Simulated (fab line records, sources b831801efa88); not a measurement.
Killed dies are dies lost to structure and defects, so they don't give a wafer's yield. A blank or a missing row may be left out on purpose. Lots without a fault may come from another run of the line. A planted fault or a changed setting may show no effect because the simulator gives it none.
A struck lot beside a sound one | flow sky130 | 16 steps out of a route of 708
Sound: wafers L534.1, L534.3, L534.5. Struck: wafer L540.2. (L540.1 of the same lot was not struck and is left out.) The cause comes at the end.
At each step with rows: each side's tool, then ch and its chambers, then its first start. Under that, the readings that differ: sound wafers | struck wafers | difference of the means | sigmas: that difference in standard deviations of wafers without a fault.
alike: readings whose means differ by less than 2 such deviations, and words and numbers that are the same on both sides. not compared: withheld readings, readings that some wafer has no value for, bounds like >300 that may hide the same value, and numbers for which the record gives no deviation and whose values overlap.
The two part at a step that has a row with sigmas, a row that says differs or no value, or rows on one side only. Numbers that don't overlap but have no deviation are shown without sigmas and don't part them. A reading that every wafer of one side lacks parts them only if that side has two wafers or more.

first, 1 step without rows for these wafers: SKY_LDD_N_IMPLANT_15.
SKY_LDD_N_STRIP_16: strips in O2/N2.
  sound on plasma_asher-03 ch 0,1, day 19 01:07; struck on plasma_asher-03 ch 1, day 21 15:17
  alike: drypump_motor_current_A, oes_product_au, strip_time_to_endpoint_s
  not compared: rf_hours_counter_h
SKY_LDD_N_TW_MEAS_17:
  sound on film_metro-04, day 19 01:13; struck on film_metro-04, day 21 15:23
  alike: LDD_N_TW
then, 7 steps without rows for these wafers: SKY_LDD_P_DEHYDRATE_00 (time 60 s); SKY_LDD_P_HMDS_01 (prime time 60 s); SKY_LDD_P_COAT_02 (resist thk 1140 nm); SKY_LDD_P_SOFTBAKE_03 (time 60 s); SKY_LDD_P_EXPOSE_04 (exposes mask PSDM, target cd 380 nm); SKY_LDD_P_PEB_05; SKY_LDD_P_DEVELOP_06 (develop time 60 s).
SKY_LDD_P_CD_MEAS_07: target cd 380 nm.
  sound on cd_sem-01, day 20 07:38; struck on cd_sem-02, day 22 21:07
  alike: cd_nm
SKY_LDD_P_OVL_MEAS_08:
  sound on overlay-02, day 20 07:46; struck on overlay-01, day 22 21:14
  alike: LDD_P_OVL
SKY_LDD_P_IMPLANT_09:
  sound on implanter-03 ch 0, day 20 07:47; struck on implanter-04 ch 0, day 22 21:16
  reading            | sound          | struck | difference | sigmas
  faraday_current_uA | 54.8 55.9 55.7 | 58.5   | +3.0       | +3
SKY_LDD_P_STRIP_10: strips in O2/N2.
  sound on plasma_asher-01 ch 0,1, day 20 07:56; struck on plasma_asher-01 ch 1, day 22 21:25
  alike: drypump_motor_current_A, oes_product_au, strip_time_to_endpoint_s
  not compared: rf_hours_counter_h
SKY_LDD_P_TW_MEAS_11:
  sound on film_metro-01, day 20 08:02; struck on film_metro-02, day 22 21:44
  reading  | sound       | struck | difference | sigmas
  LDD_P_TW | 644 641 643 | 579    | -64        | -7
  not compared: hold
-- the record jumps here: 25 days lie between the struck wafers' starts before and after (it left off in module LDD_P and takes up again in module PAD_OPEN, whose first step shown is number 708 of the route) --
SKY_PAD_OPEN_PROBE_99:
  sound on prober-01, day 47 03:45; struck on prober-01, day 48 07:38
  reading                                     | sound                | struck    | difference | sigmas
  killed_at_front_end                         | 10 27 22             | 8         | -12        | -2
  killed_dies                                 | 88 96 108            | 64        | -33        | -3
  killed_short                                | 33 50 41             | 23        | -18        | -3
  model.etest.tip_p.rs_ohm_sq_range           | 203.7 120.5 211.5    | 4520      | +4341      |
  model.etest.tip_p.rs_ohm_sq                 | 7075 7028 6991       | 1.108e+04 | +4.049e+03 |
  model.etest.tip_p.rs_ohm_sq_rim_less_centre | -58.68 -82.79 -147.2 | -2302     | -2206      |
  model.etest.pfet_01v8.r_on_ohm_um           | 3019 3014 3066       | 3081      | +48        |
  model.etest.pfet_01v8.drive_ua_um           | 182.6 181 181.2      | 180.7     | -0.9       |
  model.etest.pfet_01v8.drive_ua_um_range     | 10.19 10.08 7.903    | 15.72     | +6.33      |
  model.etest.sram_pfet_latch.drive_ua_um     | 134.8 138.1 131.8    | 130.9     | -4.0       |
  alike: killed_at_M0_to_M3, killed_at_M4_up, killed_at_contacts, killed_at_other, killed_open
  not compared: model.etest.pfet_01v8_hvt.drive_ua_um

WHERE THEY PART
First at SKY_LDD_P_IMPLANT_09; last, within this record, at SKY_PAD_OPEN_PROBE_99.

WHY: what the simulator had put in
Process parameter drift: implanter-04, from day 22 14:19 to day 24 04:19, at SKY_LDD_P_IMPLANT_09. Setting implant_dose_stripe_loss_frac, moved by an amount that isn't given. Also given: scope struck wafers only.
